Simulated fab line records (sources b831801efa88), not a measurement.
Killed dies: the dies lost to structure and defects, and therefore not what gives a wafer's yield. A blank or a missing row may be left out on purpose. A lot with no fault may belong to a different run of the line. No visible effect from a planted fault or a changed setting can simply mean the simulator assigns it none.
Matching of chambers -- flow sky130 -- SKY_VIA3_ETCH_15 on rieDiel-03: 4 sister chambers
The step etches SiO2 in C4F8/O2/Ar, stops on TiN, target depth 507 nm, time 78 s. 4 wafers are shown with their chamber, then 11 later ones without.

## WAFERS WITH THEIR CHAMBER
wafer,chamber,oesProductAu (a.u.)
L090.6,3,0.955
L091.1,0,0.943
L091.4,1,0.945
L093.3,2,0.947

## WAFERS WITHOUT THEIR CHAMBER
wafer,oesProductAu (a.u.)
L093.4,0.948
L093.6,0.955
L097.1,0.948
L097.2,0.944
L097.3,0.943
L097.4,0.947
L097.5,0.944
L097.6,0.952
L096.1,0.953
L096.2,0.941
L096.3,0.951

## CHAMBER TAKEN BY EACH
wafer,from the rows above,in truth
L093.4,can't be placed: 2 or 1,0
L093.6,3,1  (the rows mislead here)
L097.1,can't be placed: 2 or 1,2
L097.2,can't be placed: 0 or 1 or 2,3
L097.3,can't be placed: 0 or 1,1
L097.4,can't be placed: 2 or 1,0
L097.5,can't be placed: 0 or 1 or 2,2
L097.6,can't be placed: 3 or 2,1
L096.1,3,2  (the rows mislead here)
L096.2,can't be placed: 0 or 1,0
L096.3,can't be placed: 2 or 3 or 1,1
0 of 11 placed correctly. Cannot be placed on the basis of these rows: 9; the candidates contain the true chamber in 5. Wrongly placed: 2.
How it was worked out, from the rows above alone: a wafer's distance from a chamber is the root of the sum, over the readings, of the square of ((its reading less the chamber's mean) divided by the reading's scatter). If the next closest chamber is less than 2 further off than the closest, the wafer can't be placed; otherwise it belongs to the closest. Each chamber's mean is taken over the wafers shown for it. The scatter (one wafer shown for each chamber): square how far every hidden wafer sits from the nearest shown wafer, average those squares and take the square root.
